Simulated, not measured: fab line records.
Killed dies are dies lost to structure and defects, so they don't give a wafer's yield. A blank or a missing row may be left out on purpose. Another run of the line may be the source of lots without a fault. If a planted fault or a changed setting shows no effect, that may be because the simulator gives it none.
Which tool did it? + flow gf180mcu + Sampling: 24 lots, 72 wafers, 5 of 602 route steps

== WHAT EACH GAUGE READ, for each wafer ==
GF_V4_THK_MEAS_03. Usual: V4_CVD_02_THK typically reads 847 nm, with standard deviation 11.
| lot  | measured     | on            | V4_CVD_02_THK (nm) | flag |
|------|--------------|---------------|--------------------|------|
| L074 | day 23 11:53 | film_metro-04 | 840 848 853        |      |
| L075 | day 23 20:23 | film_metro-04 | 844 840 858        |      |
| L076 | day 24 10:28 | film_metro-01 | 842 858 854        |      |
| L077 | day 24 19:06 | film_metro-03 | 844 843 861        |      |
| L079 | day 25 05:59 | film_metro-03 | 841 838 856        |      |
| L078 | day 25 08:46 | film_metro-04 | 837 843 844        |      |
| L080 | day 25 19:23 | film_metro-03 | 843 845 868        |      |
| L081 | day 25 22:23 | film_metro-01 | 859 857 870        |      |
| L082 | day 26 03:56 | film_metro-03 | 844 847 874        |      |
| L083 | day 26 11:47 | film_metro-01 | 845 858 857        |      |
| L084 | day 27 00:44 | film_metro-04 | 838 857 851        |      |
| L085 | day 27 08:00 | film_metro-01 | 882 858 864        |      |
| L086 | day 27 11:25 | film_metro-01 | 831 840 852        |      |
| L087 | day 27 21:19 | film_metro-01 | 831 824 847        |      |
| L088 | day 28 05:01 | film_metro-03 | 855 855 859        |      |
| L089 | day 28 09:04 | film_metro-04 | 839 837 839        |      |
| L090 | day 28 16:05 | film_metro-03 | 859 869 866        |      |
| L091 | day 29 04:28 | film_metro-03 | 833 849 847        |      |
| L092 | day 29 08:05 | film_metro-04 | 838 851 843        |      |
| L093 | day 29 14:43 | film_metro-03 | 846 840 852        |      |
| L094 | day 29 20:45 | film_metro-04 | 829 838 830        |      |
| L095 | day 30 03:09 | film_metro-01 | 831 839 846        |      |
| L096 | day 30 15:07 | film_metro-03 | 851 856 863        |      |
| L097 | day 30 18:59 | film_metro-03 | 835 837 860        |      |

GF_MIM_THK_MEAS_06. Usual: MIM_CVD_05_THK typically reads 42.2 nm, with standard deviation 0.55.
| lot  | measured     | on            | MIM_CVD_05_THK (nm) | flag |
|------|--------------|---------------|---------------------|------|
| L074 | day 24 12:55 | film_metro-01 | 42.2 42.0 42.1      |      |
| L075 | day 24 21:17 | film_metro-04 | 41.5 41.6 42.7      |      |
| L076 | day 25 09:58 | film_metro-04 | 41.9 42.0 42.9      |      |
| L077 | day 25 19:01 | film_metro-02 | 41.8 41.8 42.2      |      |
| L079 | day 26 05:09 | film_metro-02 | 42.5 42.3 43.1      |      |
| L078 | day 26 08:13 | film_metro-01 | 42.0 42.6 42.3      |      |
| L080 | day 26 19:19 | film_metro-04 | 42.1 42.0 42.9      |      |
| L081 | day 26 21:45 | film_metro-04 | 42.6 42.4 42.6      |      |
| L082 | day 27 03:18 | film_metro-02 | 41.4 41.9 42.7      |      |
| L083 | day 27 11:11 | film_metro-02 | 41.5 42.5 42.3      |      |
| L084 | day 27 22:31 | film_metro-04 | 42.1 42.7 42.8      |      |
| L085 | day 28 06:18 | film_metro-04 | 42.7 41.8 41.9      |      |
| L086 | day 28 09:29 | film_metro-02 | 42.5 43.3 42.8      |      |
| L087 | day 28 19:10 | film_metro-04 | 40.9 41.2 42.2      |      |
| L088 | day 29 03:12 | film_metro-01 | 42.1 42.7 42.9      |      |
| L089 | day 29 06:48 | film_metro-04 | 42.1 42.3 42.8      |      |
| L090 | day 29 13:43 | film_metro-04 | 42.1 42.6 42.5      |      |
| L091 | day 30 01:05 | film_metro-01 | 42.0 42.9 42.6      |      |
| L092 | day 30 05:08 | film_metro-01 | 42.6 42.9 42.8      |      |
| L093 | day 30 12:04 | film_metro-02 | 41.6 40.9 41.9      |      |
| L094 | day 30 17:49 | film_metro-02 | 40.9 42.1 41.8      |      |
| L095 | day 31 00:07 | film_metro-02 | 42.0 41.6 42.2      |      |
| L096 | day 31 12:28 | film_metro-04 | 42.4 42.1 42.6      |      |
| L097 | day 31 15:39 | film_metro-02 | 41.8 41.3 42.5      |      |

== EACH LOT AND THE TOOL THAT RAN IT (in order: tool; ch and the chambers of the sampled wafers; start) ==
| lot  | GF_V2_SPUTTER_21             | GF_MIM_SPUTTER_02            | GF_MIM_SPUTTER_03            |
|------|------------------------------|------------------------------|------------------------------|
| L074 | pvd_sputter-04, day 20 08:19 | pvd_sputter-03, day 24 12:46 | pvd_sputter-03, day 24 12:48 |
| L075 | pvd_sputter-04, day 20 18:30 | pvd_sputter-02, day 24 21:10 | pvd_sputter-02, day 24 21:12 |
| L076 | pvd_sputter-04, day 21 07:48 | pvd_sputter-03, day 25 09:50 | pvd_sputter-03, day 25 09:52 |
| L077 | pvd_sputter-01, day 21 17:36 | pvd_sputter-02, day 25 18:53 | pvd_sputter-02, day 25 18:55 |
| L079 | pvd_sputter-04, day 22 05:33 | pvd_sputter-04, day 26 05:01 | pvd_sputter-04, day 26 05:03 |
| L078 | pvd_sputter-01, day 22 07:47 | pvd_sputter-02, day 26 08:05 | pvd_sputter-02, day 26 08:07 |
| L080 | pvd_sputter-01, day 22 20:32 | pvd_sputter-02, day 26 19:11 | pvd_sputter-02, day 26 19:13 |
| L081 | pvd_sputter-03, day 23 00:32 | pvd_sputter-02, day 26 21:37 | pvd_sputter-02, day 26 21:39 |
| L082 | pvd_sputter-04, day 23 04:23 | pvd_sputter-02, day 27 03:10 | pvd_sputter-02, day 27 03:12 |
| L083 | pvd_sputter-03, day 23 13:32 | pvd_sputter-03, day 27 11:03 | pvd_sputter-03, day 27 11:05 |
| L084 | pvd_sputter-03, day 24 02:59 | pvd_sputter-03, day 27 22:22 | pvd_sputter-03, day 27 22:24 |
| L085 | pvd_sputter-04, day 24 11:40 | pvd_sputter-04, day 28 06:08 | pvd_sputter-04, day 28 06:10 |
| L086 | pvd_sputter-03, day 24 14:29 | pvd_sputter-02, day 28 09:21 | pvd_sputter-02, day 28 09:23 |
| L087 | pvd_sputter-04, day 25 03:02 | pvd_sputter-03, day 28 19:02 | pvd_sputter-03, day 28 19:04 |
| L088 | pvd_sputter-04, day 25 09:59 | pvd_sputter-04, day 29 03:04 | pvd_sputter-04, day 29 03:06 |
| L089 | pvd_sputter-04, day 25 14:45 | pvd_sputter-02, day 29 06:40 | pvd_sputter-02, day 29 06:41 |
| L090 | pvd_sputter-04, day 25 22:11 | pvd_sputter-03, day 29 13:34 | pvd_sputter-03, day 29 13:35 |
| L091 | pvd_sputter-03, day 26 11:16 | pvd_sputter-03, day 30 00:57 | pvd_sputter-03, day 30 00:59 |
| L092 | pvd_sputter-04, day 26 16:06 | pvd_sputter-03, day 30 05:01 | pvd_sputter-03, day 30 05:02 |
| L093 | pvd_sputter-04, day 26 21:46 | pvd_sputter-04, day 30 11:56 | pvd_sputter-04, day 30 11:58 |
| L094 | pvd_sputter-03, day 27 05:55 | pvd_sputter-03, day 30 17:40 | pvd_sputter-03, day 30 17:42 |
| L095 | pvd_sputter-04, day 27 11:49 | pvd_sputter-03, day 30 23:59 | pvd_sputter-03, day 31 00:01 |
| L096 | pvd_sputter-04, day 27 23:44 | pvd_sputter-04, day 31 12:20 | pvd_sputter-04, day 31 12:22 |
| L097 | pvd_sputter-04, day 28 04:39 | pvd_sputter-02, day 31 15:31 | pvd_sputter-02, day 31 15:32 |
- GF_V2_SPUTTER_21: material Ti, target thk 15 nm, time 80.02 s.
- GF_MIM_SPUTTER_02: material AlCu, target thk 450 nm, time 23.9 s.
- GF_MIM_SPUTTER_03: material Ti, target thk 10 nm, time 6.7 s.

== AS READ BY THE TOOLS THEMSELVES (means over the sampled wafers that have a number; for cases with no such wafer, the mark the record gives instead) ==
GF_V2_SPUTTER_21. Usual: 30.2 % for throttle_valve_pct, sd 1.3.
| lot  | tool           | throttle_valve_pct (%) | flag |
|------|----------------|------------------------|------|
| L074 | pvd_sputter-04 | 30.4                   |      |
| L075 | pvd_sputter-04 | 30.0                   |      |
| L076 | pvd_sputter-04 | 30.3                   |      |
| L077 | pvd_sputter-01 | 29.3                   |      |
| L079 | pvd_sputter-04 | 30.9                   |      |
| L078 | pvd_sputter-01 | 29.7                   |      |
| L080 | pvd_sputter-01 | 28.0                   |      |
| L081 | pvd_sputter-03 | 30.4                   |      |
| L082 | pvd_sputter-04 | 30.9                   |      |
| L083 | pvd_sputter-03 | 30.9                   |      |
| L084 | pvd_sputter-03 | 30.3                   |      |
| L085 | pvd_sputter-04 | 29.8                   |      |
| L086 | pvd_sputter-03 | 30.7                   |      |
| L087 | pvd_sputter-04 | 30.2                   |      |
| L088 | pvd_sputter-04 | 30.4                   |      |
| L089 | pvd_sputter-04 | 31.2                   |      |
| L090 | pvd_sputter-04 | 30.0                   |      |
| L091 | pvd_sputter-03 | 31.0                   |      |
| L092 | pvd_sputter-04 | 31.3                   |      |
| L093 | pvd_sputter-04 | 30.6                   |      |
| L094 | pvd_sputter-03 | 30.1                   |      |
| L095 | pvd_sputter-04 | 31.1                   |      |
| L096 | pvd_sputter-04 | 31.0                   |      |
| L097 | pvd_sputter-04 | 30.0                   |      |

GF_MIM_SPUTTER_02. Usual: 30.3 % for throttle_valve_pct, sd 1.1.
| lot  | tool           | throttle_valve_pct (%) | flag |
|------|----------------|------------------------|------|
| L074 | pvd_sputter-03 | 30.7                   |      |
| L075 | pvd_sputter-02 | 30.4                   |      |
| L076 | pvd_sputter-03 | 30.5                   |      |
| L077 | pvd_sputter-02 | 31.5                   |      |
| L079 | pvd_sputter-04 | 29.9                   |      |
| L078 | pvd_sputter-02 | 30.0                   |      |
| L080 | pvd_sputter-02 | 30.7                   |      |
| L081 | pvd_sputter-02 | 31.3                   |      |
| L082 | pvd_sputter-02 | 30.1                   |      |
| L083 | pvd_sputter-03 | 30.0                   |      |
| L084 | pvd_sputter-03 | 30.9                   |      |
| L085 | pvd_sputter-04 | 30.3                   |      |
| L086 | pvd_sputter-02 | 29.0                   |      |
| L087 | pvd_sputter-03 | 30.6                   |      |
| L088 | pvd_sputter-04 | 31.2                   |      |
| L089 | pvd_sputter-02 | 30.4                   |      |
| L090 | pvd_sputter-03 | 30.3                   |      |
| L091 | pvd_sputter-03 | 30.0                   |      |
| L092 | pvd_sputter-03 | 30.5                   |      |
| L093 | pvd_sputter-04 | 30.0                   |      |
| L094 | pvd_sputter-03 | 30.2                   |      |
| L095 | pvd_sputter-03 | 30.6                   |      |
| L096 | pvd_sputter-04 | 29.9                   |      |
| L097 | pvd_sputter-02 | 30.4                   |      |

GF_MIM_SPUTTER_03. Usual: 30.3 % for throttle_valve_pct, sd 1.1.
| lot  | tool           | throttle_valve_pct (%) | flag |
|------|----------------|------------------------|------|
| L074 | pvd_sputter-03 | 30.6                   |      |
| L075 | pvd_sputter-02 | 30.5                   |      |
| L076 | pvd_sputter-03 | 30.6                   |      |
| L077 | pvd_sputter-02 | 31.6                   |      |
| L079 | pvd_sputter-04 | 29.7                   |      |
| L078 | pvd_sputter-02 | 30.1                   |      |
| L080 | pvd_sputter-02 | 30.5                   |      |
| L081 | pvd_sputter-02 | 31.5                   |      |
| L082 | pvd_sputter-02 | 30.1                   |      |
| L083 | pvd_sputter-03 | 30.0                   |      |
| L084 | pvd_sputter-03 | 30.9                   |      |
| L085 | pvd_sputter-04 | 30.2                   |      |
| L086 | pvd_sputter-02 | 29.1                   |      |
| L087 | pvd_sputter-03 | 30.5                   |      |
| L088 | pvd_sputter-04 | 31.1                   |      |
| L089 | pvd_sputter-02 | 30.3                   |      |
| L090 | pvd_sputter-03 | 30.1                   |      |
| L091 | pvd_sputter-03 | 30.2                   |      |
| L092 | pvd_sputter-03 | 30.5                   |      |
| L093 | pvd_sputter-04 | 29.9                   |      |
| L094 | pvd_sputter-03 | 30.1                   |      |
| L095 | pvd_sputter-03 | 30.6                   |      |
| L096 | pvd_sputter-04 | 30.2                   |      |
| L097 | pvd_sputter-02 | 30.5                   |      |

== THE ANSWER, worked out from the rows above alone ==
Rule: take the mean of a lot's wafers that have a number; if it is more than 3 standard deviations from the usual mean, the lot is off. A lot without any number at a reading at which 4 lots or more have one is off too. The other lots that the step has rows for count as sound. Order of review: gauges by route order, followed by the tools' own readings, for which a lot's mean as printed above is used. The first step at which some lot is off is used, and at that step the reading that is off furthest; a lot without a number counts as furthest.
Across all readings shown, no lot is off: no conclusion can be drawn from this.

== WHAT WAS PUT IN BY THE SIMULATOR ==
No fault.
